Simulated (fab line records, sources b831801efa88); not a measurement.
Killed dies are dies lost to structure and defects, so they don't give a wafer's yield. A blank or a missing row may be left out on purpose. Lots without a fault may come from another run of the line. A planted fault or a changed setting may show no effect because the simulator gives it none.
A struck lot beside a sound one | flow sky130 | 15 steps out of a route of 708
Sound: wafers L318.3, L318.4, L318.6. Struck: wafers L328.1, L328.4, L328.5. The cause comes at the end.
At each step with rows: each side's tool, then ch and its chambers, then its first start. Under that, the readings that differ: sound wafers | struck wafers | difference of the means | sigmas: that difference in standard deviations of wafers without a fault.
alike: readings whose means differ by less than 2 such deviations, and words and numbers that are the same on both sides. not compared: withheld readings, readings that some wafer has no value for, bounds like >300 that may hide the same value, and numbers for which the record gives no deviation and whose values overlap.
The two part at a step that has a row with sigmas, a row that says differs or no value, or rows on one side only. Numbers that don't overlap but have no deviation are shown without sigmas and don't part them. A reading that every wafer of one side lacks parts them only if that side has two wafers or more.

SKY_VIA2_STRIP_16: strips in O2/N2.
  sound on plasma_asher-02 ch 0,1, day 36 01:41; struck on plasma_asher-03 ch 0, day 39 05:30
  alike: drypump_motor_current_A, n2_flow_sccm, oes_product_au, strip_time_to_endpoint_s
  not compared: rf_hours_counter_h
then, 3 steps without rows for these wafers: SKY_VIA2_STRIP_17 (strips in post etch residue remover, time 1200 s); SKY_VIA2_CLEAN_18 (cleans in IPA, time 180 s); SKY_VIA2_CLEAN_19 (cleans in O3/DIW).
SKY_VIA2_SPUTTER_20: material TiN, target thk 20 nm, time 80 s.
  sound on pvd_sputter-02, day 36 02:15; struck on pvd_sputter-03, day 39 06:06
  alike: cathode_dc_power_W, chamber_pressure_pa, throttle_valve_pct
SKY_VIA2_CVD_21: deposits W, target thk 420 nm, time 126.4 s.
  sound on cvd_w-02 ch 0,1, day 36 02:21; struck on cvd_w-02 ch 0,1, day 39 06:10
  alike: heater_power_w, susceptor_temp_C
SKY_VIA2_RS_MEAS_22: measures by four-point-probe.
  sound on film_metro-03, day 36 02:29; struck on film_metro-03, day 39 06:17
  alike: VIA2_W_RS
SKY_VIA2_THK_MEAS_23: measures by xrf.
  sound on film_metro-03, day 36 02:35; struck on film_metro-03, day 39 06:25
  alike: VIA2_W_THK
SKY_VIA2_CMP_24: polishes, stops on SiO2, t overpolish 20 s, target thk 0 nm.
  sound on cmp-01 ch 0,2, day 36 02:37; struck on cmp-01 ch 0,1, day 39 06:28
  alike: motor_current_A, overpolish_run_s, time_to_endpoint_s
SKY_METAL3_SPUTTER_00: material Ti, target thk 15 nm, time 10 s.
  sound on pvd_sputter-03, day 36 02:55; struck on pvd_sputter-03, day 39 06:46
  alike: cathode_dc_power_W, chamber_pressure_pa, throttle_valve_pct
then, 2 steps without rows for these wafers: SKY_METAL3_SPUTTER_01 (material TiN, target thk 20 nm, time 16.7 s); SKY_METAL3_SPUTTER_02 (material AlCu, target thk 735 nm, time 39.1 s).
SKY_METAL3_SPUTTER_03: material Ti, target thk 5 nm, time 3.3 s.
  sound on pvd_sputter-03, day 36 03:00; struck on pvd_sputter-03, day 39 06:52
  no value came back on the struck wafers for cathode_dc_power_W (W), chamber_pressure_pa (Pa), throttle_valve_pct (%); on the sound wafers cathode_dc_power_W (W) reads 2999.4 2999.7 3000.5
then, 1 step without rows for these wafers: SKY_METAL3_SPUTTER_04 (material TiN, target thk 70 nm, time 58.3 s).
-- the record jumps here: 9 days lie between the struck wafers' starts before and after (it left off in module METAL3 and takes up again in module PAD_OPEN, whose first step shown is number 708 of the route) --
SKY_PAD_OPEN_PROBE_99:
  sound on prober-02, day 45 14:26; struck on prober-01, day 48 01:07
  reading                       | sound             | struck            | difference | sigmas
  model.etest.via3_chain.rc_ohm | 9.944 9.712 10.07 | 11.52 10.59 10.74 | +1.04      |
  alike: defect_limited_yield, killed_at_M0_to_M3, killed_at_M4_up, killed_at_contacts, killed_at_front_end, killed_at_other, killed_dies, killed_open, killed_short, sort_bin_3_pad_short, sort_bin_5_function, sort_bin_6_memory, sort_n_pass, sort_yield_pct

WHERE THEY PART
Only at SKY_METAL3_SPUTTER_03, within this record. Later steps at which nothing parts them and some readings are alike: SKY_PAD_OPEN_PROBE_99.

WHY: what the simulator had put in
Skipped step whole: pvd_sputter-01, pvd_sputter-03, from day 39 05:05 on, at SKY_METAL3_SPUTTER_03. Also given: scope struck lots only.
